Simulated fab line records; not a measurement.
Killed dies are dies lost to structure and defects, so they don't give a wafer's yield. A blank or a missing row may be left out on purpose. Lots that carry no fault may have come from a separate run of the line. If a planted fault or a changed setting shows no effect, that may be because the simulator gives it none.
Which tool is to blame? / flow gf180mcu / 7 lots (21 wafers sampled), 1 step of a 602-step route

## WHAT EACH GAUGE READ, for each wafer
GF_STI_BOW_MEAS_00.
lot=L919; measured=day 2 01:01; on=film metro-02; INCOMING_BOW (um)=-1 -6 -4
lot=L921; measured=day 2 11:01; on=film metro-02; INCOMING_BOW (um)=-1 -1 7
lot=L924; measured=day 3 02:01; on=film metro-03; INCOMING_BOW (um)=8 -12 4
lot=L927; measured=day 3 17:01; on=film metro-01; INCOMING_BOW (um)=7 -2 -1
lot=L933; measured=day 4 23:01; on=film metro-03; INCOMING_BOW (um)=-5 1 -8
lot=L936; measured=day 5 14:04; on=film metro-01; INCOMING_BOW (um)=6 7 6
lot=L939; measured=day 6 05:00; on=film metro-01; INCOMING_BOW (um)=-5 -1 -5

## TOOL THAT RAN EACH LOT (tool first, then ch and the chambers of the sampled wafers, then the start)
Record: no process step prior to these readings.

## THE ANSWER, worked out from the rows above alone
Rule: the usual values come from the lots themselves. The widest of any qualifying gaps counts: lots, ordered by their means at a reading, are off when they make up no more than a third of the lots, leave a main group of 4 or more, and stand apart from it by 3 or more times the standard deviation of that group's means. A main group whose means are all the same, to the digits that the tables above print for the reading, isn't used. A lot without any number at a reading at which 4 lots or more have one is off too. All remaining lots with rows at the step are treated as sound.
No lot is off on any of the readings shown, so nothing can be concluded from this.

## WHAT HAD BEEN PUT IN BY THE SIMULATOR
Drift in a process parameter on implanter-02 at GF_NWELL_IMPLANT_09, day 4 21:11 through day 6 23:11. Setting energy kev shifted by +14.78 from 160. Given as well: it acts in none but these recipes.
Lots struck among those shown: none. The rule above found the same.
